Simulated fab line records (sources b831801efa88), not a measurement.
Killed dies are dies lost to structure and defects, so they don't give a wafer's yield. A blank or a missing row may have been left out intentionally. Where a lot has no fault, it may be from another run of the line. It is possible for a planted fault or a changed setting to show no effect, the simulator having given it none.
The tool behind it: which one? / flow gf180mcu / 10 lots, 30 wafers sampled, at 5 steps of a route of 602

## WHAT THE GAUGES READ, wafer by wafer
GF_M3_RS_MEAS_05: a four-point-probe measurement. Usual: M3_ALCU_RS 0.0698 ohm/sq, standard deviation 0.00067.
lot=L573; measured=day 20 23:51; on=filmMetro-01; M3_ALCU_RS (ohm/sq)=0.0688 0.0692 0.0693; flag=
lot=L575; measured=day 21 15:55; on=filmMetro-02; M3_ALCU_RS (ohm/sq)=0.0700 0.0709 0.0704; flag=
lot=L580; measured=day 23 08:46; on=filmMetro-03; M3_ALCU_RS (ohm/sq)=0.0738 0.0701 0.0702; flag=
lot=L589; measured=day 26 07:08; on=filmMetro-02; M3_ALCU_RS (ohm/sq)=0.0698 0.0690 0.0698; flag=
lot=L590; measured=day 26 11:58; on=filmMetro-01; M3_ALCU_RS (ohm/sq)=0.0692 0.0680 0.0689; flag=
lot=L591; measured=day 26 22:01; on=filmMetro-03; M3_ALCU_RS (ohm/sq)=0.0695 0.0698 0.0700; flag=
lot=L592; measured=day 27 07:28; on=filmMetro-01; M3_ALCU_RS (ohm/sq)=0.0702 0.0704 0.0706; flag=
lot=L593; measured=day 27 14:33; on=filmMetro-01; M3_ALCU_RS (ohm/sq)=0.0697 0.0696 0.0700; flag=
lot=L594; measured=day 27 21:43; on=filmMetro-01; M3_ALCU_RS (ohm/sq)=0.0701 0.0695 0.0699; flag=
lot=L595; measured=day 27 22:18; on=filmMetro-03; M3_ALCU_RS (ohm/sq)=0.0684 0.0688 0.0693; flag=

GF_M3_THK_MEAS_06: measures by xrf. Usual: M3_ALCU_THK 452 nm, standard deviation 4.4.
lot=L573; measured=day 20 23:58; on=filmMetro-01; M3_ALCU_THK (nm)=456 457 455; flag=
lot=L575; measured=day 21 16:02; on=filmMetro-02; M3_ALCU_THK (nm)=449 445 447; flag=
lot=L580; measured=day 23 08:52; on=filmMetro-03; M3_ALCU_THK (nm)=427 451 451; flag=
lot=L589; measured=day 26 07:16; on=filmMetro-02; M3_ALCU_THK (nm)=452 458 450; flag=
lot=L590; measured=day 26 12:04; on=filmMetro-01; M3_ALCU_THK (nm)=457 465 457; flag=
lot=L591; measured=day 26 22:07; on=filmMetro-03; M3_ALCU_THK (nm)=453 455 453; flag=
lot=L592; measured=day 27 07:35; on=filmMetro-01; M3_ALCU_THK (nm)=448 447 446; flag=
lot=L593; measured=day 27 14:40; on=filmMetro-01; M3_ALCU_THK (nm)=452 454 452; flag=
lot=L594; measured=day 27 21:49; on=filmMetro-01; M3_ALCU_THK (nm)=450 454 449; flag=
lot=L595; measured=day 27 22:25; on=filmMetro-03; M3_ALCU_THK (nm)=460 459 454; flag=

GF_M3_OVL_MEAS_15. Usual: M3_OVL -2 nm, standard deviation 5.7.
lot=L573; measured=day 21 23:29; on=overlay-01; M3_OVL (nm)=-8 -2 -4; flag=
lot=L575; measured=day 22 15:29; on=overlay-01; M3_OVL (nm)=-11 2 -8; flag=
lot=L580; measured=day 24 06:53; on=overlay-02; M3_OVL (nm)=2 -2 -2; flag=
lot=L589; measured=day 27 03:59; on=overlay-02; M3_OVL (nm)=-12 -5 -5; flag=
lot=L590; measured=day 27 07:49; on=overlay-01; M3_OVL (nm)=10 6 3; flag=
lot=L591; measured=day 27 18:10; on=overlay-01; M3_OVL (nm)=-18 -13 -11; flag=
lot=L592; measured=day 28 03:05; on=overlay-02; M3_OVL (nm)=-5 2 -1; flag=
lot=L593; measured=day 28 10:39; on=overlay-02; M3_OVL (nm)=8 2 0; flag=
lot=L594; measured=day 28 16:37; on=overlay-02; M3_OVL (nm)=-5 1 -3; flag=
lot=L595; measured=day 28 18:04; on=overlay-02; M3_OVL (nm)=-1 0 2; flag=

## EACH LOT AND THE TOOL THAT RAN IT (in order: tool; ch and the chambers of the sampled wafers; start)
lot=L573; GF_M3_SPUTTER_01=pvdSputter-03, day 20 23:44; GF_M3_SPUTTER_02=pvdSputter-03, day 20 23:46
lot=L575; GF_M3_SPUTTER_01=pvdSputter-02, day 21 15:47; GF_M3_SPUTTER_02=pvdSputter-02, day 21 15:49
lot=L580; GF_M3_SPUTTER_01=pvdSputter-02, day 23 08:37; GF_M3_SPUTTER_02=pvdSputter-02, day 23 08:39
lot=L589; GF_M3_SPUTTER_01=pvdSputter-01, day 26 07:01; GF_M3_SPUTTER_02=pvdSputter-01, day 26 07:03
lot=L590; GF_M3_SPUTTER_01=pvdSputter-03, day 26 11:49; GF_M3_SPUTTER_02=pvdSputter-03, day 26 11:51
lot=L591; GF_M3_SPUTTER_01=pvdSputter-02, day 26 21:51; GF_M3_SPUTTER_02=pvdSputter-02, day 26 21:53
lot=L592; GF_M3_SPUTTER_01=pvdSputter-01, day 27 07:20; GF_M3_SPUTTER_02=pvdSputter-01, day 27 07:22
lot=L593; GF_M3_SPUTTER_01=pvdSputter-01, day 27 14:25; GF_M3_SPUTTER_02=pvdSputter-01, day 27 14:26
lot=L594; GF_M3_SPUTTER_01=pvdSputter-02, day 27 21:32; GF_M3_SPUTTER_02=pvdSputter-02, day 27 21:35
lot=L595; GF_M3_SPUTTER_01=pvdSputter-03, day 27 22:11; GF_M3_SPUTTER_02=pvdSputter-03, day 27 22:13
- GF_M3_SPUTTER_01: material TiN, target thk 30 nm, time 25 s.
- GF_M3_SPUTTER_02: material AlCu, target thk 450 nm, time 23.9 s.

## WHAT THE TOOLS THEMSELVES READ (means of the sampled wafers that have a number; where no wafer has one, the mark that the record gives instead)
GF_M3_SPUTTER_01. Usual: cathodeDcPowerW 6500.0 W, standard deviation 1.1; throttleValvePct 30.5 %, standard deviation 1.1.
lot=L573; tool=pvdSputter-03; cathodeDcPowerW (W)=6499.6; throttleValvePct (%)=30.1; flag=
lot=L575; tool=pvdSputter-02; cathodeDcPowerW (W)=6500.4; throttleValvePct (%)=31.1; flag=
lot=L580; tool=pvdSputter-02; cathodeDcPowerW (W)=6500.4; throttleValvePct (%)=30.3; flag=
lot=L589; tool=pvdSputter-01; cathodeDcPowerW (W)=6499.6; throttleValvePct (%)=30.2; flag=
lot=L590; tool=pvdSputter-03; cathodeDcPowerW (W)=6499.5; throttleValvePct (%)=29.6; flag=
lot=L591; tool=pvdSputter-02; cathodeDcPowerW (W)=6499.8; throttleValvePct (%)=31.2; flag=
lot=L592; tool=pvdSputter-01; cathodeDcPowerW (W)=6499.8; throttleValvePct (%)=30.8; flag=
lot=L593; tool=pvdSputter-01; cathodeDcPowerW (W)=6499.9; throttleValvePct (%)=31.0; flag=
lot=L594; tool=pvdSputter-02; cathodeDcPowerW (W)=6500.6; throttleValvePct (%)=30.1; flag=
lot=L595; tool=pvdSputter-03; cathodeDcPowerW (W)=6500.2; throttleValvePct (%)=29.4; flag=

GF_M3_SPUTTER_02. Usual: cathodeDcPowerW 10600 W, standard deviation 1.8; throttleValvePct 30.5 %, standard deviation 1.1.
lot=L573; tool=pvdSputter-03; cathodeDcPowerW (W)=10600; throttleValvePct (%)=29.8; flag=
lot=L575; tool=pvdSputter-02; cathodeDcPowerW (W)=10601; throttleValvePct (%)=31.2; flag=
lot=L580; tool=pvdSputter-02; cathodeDcPowerW (W)=10601; throttleValvePct (%)=30.2; flag=
lot=L589; tool=pvdSputter-01; cathodeDcPowerW (W)=10602; throttleValvePct (%)=30.0; flag=
lot=L590; tool=pvdSputter-03; cathodeDcPowerW (W)=10600; throttleValvePct (%)=29.5; flag=
lot=L591; tool=pvdSputter-02; cathodeDcPowerW (W)=10601; throttleValvePct (%)=31.0; flag=
lot=L592; tool=pvdSputter-01; cathodeDcPowerW (W)=10601; throttleValvePct (%)=30.7; flag=
lot=L593; tool=pvdSputter-01; cathodeDcPowerW (W)=10600; throttleValvePct (%)=30.8; flag=
lot=L594; tool=pvdSputter-02; cathodeDcPowerW (W)=10599; throttleValvePct (%)=30.3; flag=
lot=L595; tool=pvdSputter-03; cathodeDcPowerW (W)=10599; throttleValvePct (%)=29.5; flag=

## THE ANSWER, worked out from the rows above alone
Rule: lot off if the mean of its wafers having a number is beyond 3 standard deviations from the usual mean. Also off: a lot with no number at a reading for which 4 or more lots have one. All remaining lots with rows at the step are treated as sound. The gauges are gone through in route order, then the tools' own readings, and for those a lot's mean is taken as printed above. The first step at which some lot is off is used, and at that step the reading that is off furthest; a lot without a number counts as furthest.
Across all readings shown, no lot is off: no conclusion can be drawn from this.

## WHAT THE SIMULATOR PUT IN
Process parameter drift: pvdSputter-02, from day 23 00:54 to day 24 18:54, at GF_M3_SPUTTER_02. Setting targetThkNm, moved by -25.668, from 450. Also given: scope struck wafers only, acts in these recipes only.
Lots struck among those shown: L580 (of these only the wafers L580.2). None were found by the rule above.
